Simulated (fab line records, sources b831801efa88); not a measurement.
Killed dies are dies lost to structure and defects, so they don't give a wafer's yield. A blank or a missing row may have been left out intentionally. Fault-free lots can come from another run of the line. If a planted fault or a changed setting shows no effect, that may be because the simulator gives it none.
2 desks looking at one fault :: flow gf180mcu :: numbers are kept per desk, each desk with only its own; the story behind them comes last

## AT THE TOOL OWNER'S DESK: implanter-02
The tool's own readings at GF_HV_LDD_IMPLANT_48: means of the sampled wafers that have a number, for each lot that ran on this tool. If a lot's mean is further than 4 standard deviations from the usual mean, the lot is out of limits and carries the mark OUT (the distance appears in the brackets).
Columns: A = beam_on_s at GF_HV_LDD_IMPLANT_48, usual 10.01 s; B = faraday_current_uA at GF_HV_LDD_IMPLANT_48, usual 169
lot: L259
first seen here: day 12 08:33
A: 10.03
B: 169

lot: L262
first seen here: day 13 20:40
A: 9.94
B: 170

lot: L265
first seen here: day 14 06:52
A: 10.00
B: 169

lot: L268
first seen here: day 15 16:37
A: 9.90
B: 171

lot: L269
first seen here: day 15 20:22
A: 9.88
B: 172

lot: L270
first seen here: day 16 00:04
A: 8.79 (-5.6) OUT
B: 194 (+6.9) OUT

lot: L271
first seen here: day 16 03:55
A: 9.43
B: 180

lot: L273
first seen here: day 17 01:04
A: 8.99 (-4.6) OUT
B: 190 (+5.7) OUT

lot: L282
first seen here: day 20 09:10
A: 9.93
B: 170
This desk's finding: out of limits on L270, L273; first on L270, day 16 00:04 (beam_on_s at GF_HV_LDD_IMPLANT_48). L259, L262, L265, L268, L269, L271, L282: within limits.

## AT THE METROLOGY DESK
What the gauges read for every lot (on any tool): the sampled wafers with a number, averaged. If a lot's mean is further than 4 standard deviations from the usual mean, the lot is out of limits and carries the mark OUT (the distance appears in the brackets).
Columns: A = HV_LDD_3_TW at GF_HV_LDD_TW_MEAS_38, usual 1445; B = HV_LDD_4_TW at GF_HV_LDD_TW_MEAS_50, usual 572
lot: L259
first seen here: day 11 13:02
A: 1449
B: 571

lot: L261
first seen here: day 12 15:19
A: 1441
B: 568

lot: L262
first seen here: day 13 00:01
A: 1446
B: 572

lot: L264
first seen here: day 13 05:46
A: 1433
B: 574

lot: L265
first seen here: day 13 11:20
A: 1446
B: 576

lot: L268
first seen here: day 14 19:10
A: 1454
B: 575

lot: L269
first seen here: day 14 23:14
A: 1453
B: 568

lot: L270
first seen here: day 15 02:16
A: 1453
B: 549 (-7.3) OUT

lot: L271
first seen here: day 15 07:22
A: 1429
B: 559 (-4.2) OUT

lot: L273
first seen here: day 16 02:37
A: 1444
B: 558 (-4.5) OUT

lot: L279
first seen here: day 18 04:52
A: 1453
B: 572

lot: L280
first seen here: day 18 10:43
A: 1439
B: 572

lot: L282
first seen here: day 19 08:31
A: 1448
B: 577
Finding of this desk: L270, L271, L273 out of limits, first seen on L270 at day 16 00:19 (HV_LDD_4_TW at GF_HV_LDD_TW_MEAS_50). L259, L261, L262, L264, L265, L268, L269, L279, L280, L282: within limits.

## BROUGHT TOGETHER
An alarm could have come from the tool owner's desk at day 16 00:04, on L270, L273.
An alarm was possible from the metrology desk at day 16 00:19, on L270, L271, L273.
On record at the tool owner's desk: L271, within its limits.
The lots listed all ran GF_HV_LDD_IMPLANT_48 on implanter-02.

## WHAT THE SIMULATOR HAD INSERTED
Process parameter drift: implanter-02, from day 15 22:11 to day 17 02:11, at GF_HV_LDD_IMPLANT_48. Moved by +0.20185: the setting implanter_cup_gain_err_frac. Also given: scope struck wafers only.
Struck lots among those shown: L270, L271, L273.
Counting hours from when the fault started, the first reading out of limits came at 2 for the tool owner's desk and at 2 for the metrology desk.
